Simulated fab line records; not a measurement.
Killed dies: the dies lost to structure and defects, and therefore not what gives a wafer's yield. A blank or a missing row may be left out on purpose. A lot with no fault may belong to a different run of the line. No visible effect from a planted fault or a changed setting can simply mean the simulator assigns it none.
Comparing a struck lot with a sound one :: flow sky130 :: 32 out of 708 route steps
Sound: these wafers, L461.2, L461.3, L461.6. Wafers L470.1, L470.3, L470.6 were the ones struck. Last of all comes the cause.
Per side, at each step with rows, come the tool, then ch with its chambers, and then its first start. Under that, the readings that differ: sound wafers :: struck wafers :: difference of the means :: sigmas: that difference in standard deviations of wafers without a fault.
alike: readings whose means differ by less than 2 such deviations, and words and numbers that are the same on both sides. not compared: withheld readings, readings that some wafer has no value for, bounds like >300 that may hide the same value, and numbers for which the record gives no deviation and whose values overlap.
The two part at a step that has a row with sigmas, a row that says differs or no value, or rows on one side only. When numbers do not overlap yet have no deviation, they are printed without sigmas and do not part them. A reading that every wafer of one side lacks parts them only if that side has two wafers or more.

first, 3 steps without rows for these wafers: SKY_LDD_P_EXPOSE_04 (exposes mask PSDM, target cd 380 nm); SKY_LDD_P_PEB_05; SKY_LDD_P_DEVELOP_06 (develop time 60 s).
SKY_LDD_P_CD_MEAS_07: target cd 380 nm.
  sound on cd_sem-02 at day 18 22:10; struck on cd_sem-01 at day 22 10:05
  alike: cd_nm
SKY_LDD_P_OVL_MEAS_08:
  sound on overlay-01 at day 18 22:16; struck on overlay-02 at day 22 10:13
  alike: LDD_P_OVL
then, 1 step without rows for these wafers: SKY_LDD_P_IMPLANT_09.
SKY_LDD_P_STRIP_10: strips in O2/N2.
  sound on plasma_asher-03 ch 0,1, day 18 22:26; struck on plasma_asher-01 ch 0,1, day 22 10:23
  alike: drypump_motor_current_A, oes_product_au, strip_time_to_endpoint_s
  not compared: rf_hours_counter_h
SKY_LDD_P_TW_MEAS_11:
  sound on film_metro-04 at day 18 22:33; struck on film_metro-03 at day 22 10:29
  alike: LDD_P_TW
then, 4 steps without rows for these wafers: SKY_LDD_HVN_DEHYDRATE_00 (time 60 s); SKY_LDD_HVN_HMDS_01 (prime time 60 s); SKY_LDD_HVN_COAT_02 (resist thk 300 nm); SKY_LDD_HVN_SOFTBAKE_03 (time 60 s).
SKY_LDD_HVN_EXPOSE_04: exposes mask HVNTM, target cd 700 nm.
  sound on iline_stepper-01 ch 0, day 19 14:11; struck on iline_stepper-01 ch 0, day 23 01:34
reading: mask
sound: HVNTM#0 HVNTM#0 HVNTM#0
struck: HVPTM#0 HVPTM#0 HVPTM#0
difference: differs
sigmas: 
then, 2 steps without rows for these wafers: SKY_LDD_HVN_PEB_05; SKY_LDD_HVN_DEVELOP_06 (develop time 60 s).
SKY_LDD_HVN_OVL_MEAS_07:
  sound on overlay-01 at day 20 05:19; struck on overlay-02 at day 23 16:31
reading: LDD_HVN_OVL (nm)
sound: -0.6 -3.1 -0.1
struck: - - -
difference: no value on the struck wafers
sigmas: 
then, 1 step without rows for these wafers: SKY_LDD_HVN_IMPLANT_08.
SKY_LDD_HVN_STRIP_09: strips in O2/N2.
  sound on plasma_asher-04 ch 0,1, day 20 05:30; struck on plasma_asher-03 ch 0,1, day 23 16:42
  alike: drypump_motor_current_A, oes_product_au, strip_time_to_endpoint_s
  not compared: rf_hours_counter_h
SKY_LDD_HVN_TW_MEAS_10:
  sound on film_metro-01 at day 20 05:37; struck on film_metro-02 at day 23 16:48
reading: LDD_HVN_TW
sound: 1450 1444 1442
struck: 30 30 30
difference: -1415
sigmas: -99 or more
then, 7 steps without rows for these wafers: SKY_LDD_HVP_DEHYDRATE_00 (time 60 s); SKY_LDD_HVP_HMDS_01 (prime time 60 s); SKY_LDD_HVP_COAT_02 (resist thk 300 nm); SKY_LDD_HVP_SOFTBAKE_03 (time 60 s); SKY_LDD_HVP_EXPOSE_04 (exposes mask HVPTM, target cd 700 nm); SKY_LDD_HVP_PEB_05; SKY_LDD_HVP_DEVELOP_06 (develop time 60 s).
SKY_LDD_HVP_OVL_MEAS_07:
  sound on overlay-02 at day 21 11:49; struck on overlay-01 at day 24 23:01
reading: LDD_HVP_OVL (nm)
sound: -0.8 0.7 0.2
struck: -3.4 -2.7 -2.0
difference: -2.7
sigmas: -2
then, 1 step without rows for these wafers: SKY_LDD_HVP_IMPLANT_08.
SKY_LDD_HVP_STRIP_09: strips in O2/N2.
  sound on plasma_asher-03 ch 0,1, day 21 12:00; struck on plasma_asher-03 ch 0,1, day 24 23:12
  alike: drypump_motor_current_A, oes_product_au, strip_time_to_endpoint_s
  not compared: rf_hours_counter_h
SKY_LDD_HVP_TW_MEAS_10:
  sound on film_metro-04 at day 21 12:07; struck on film_metro-04 at day 24 23:18
reading: LDD_HVP_TW
sound: 451 452 452
struck: 1433 1432 1430
difference: +980
sigmas: +99 or more
then, 1 step without rows for these wafers: SKY_LDD_LDN_DEHYDRATE_00 (time 60 s).
-- record jumps: 23 days separate the struck wafers' starts on either side; left off in module LDD_LDN, taken up again in module PAD_OPEN, whose first shown step is the route's number 708 --
SKY_PAD_OPEN_PROBE_99:
  sound on prober-02 at day 45 15:20; struck on prober-02 at day 48 01:12
reading: model.etest.pfet_g5v0d10v5.r_on_ohm_um
sound: 4809 4786 4796
struck: 6240 6188 6145
difference: +1394
sigmas: 

reading: model.etest.nfet_g5v0d10v5.r_on_ohm_um
sound: 1941 1910 1922
struck: 2174 2189 2188
difference: +259
sigmas: 

reading: model.etest.pfet_g5v0d10v5.drive_ua_um
sound: 334 335 332.9
struck: 250.2 252.6 253.5
difference: -81.9
sigmas: 

reading: model.etest.nfet_g5v0d10v5.drive_ua_um
sound: 587.9 582.9 583.5
struck: 531 527.4 527.4
difference: -56
sigmas: 

reading: model.etest.nfet_05v0_nvt.drive_ua_um
sound: 556.7 558.7 558.8
struck: 543.5 540 541.3
difference: -16.5
sigmas: 

reading: model.etest.pfet_16v.drive_ua_um
sound: 238.1 242.7 239
struck: 232 233 233.6
difference: -7
sigmas: 

reading: model.etest.ring_5v.delay_ps
sound: 45.04 45.5 45.26
struck: 56.76 56.34 56.24
difference: +11.18
sigmas: 
  not compared: model.etest.pfet_16v.r_on_ohm_um

WHERE THEY PART
First at SKY_LDD_HVN_EXPOSE_04; last, within this record, at SKY_LDD_HVP_TW_MEAS_10.

WHY: what the simulator had put in
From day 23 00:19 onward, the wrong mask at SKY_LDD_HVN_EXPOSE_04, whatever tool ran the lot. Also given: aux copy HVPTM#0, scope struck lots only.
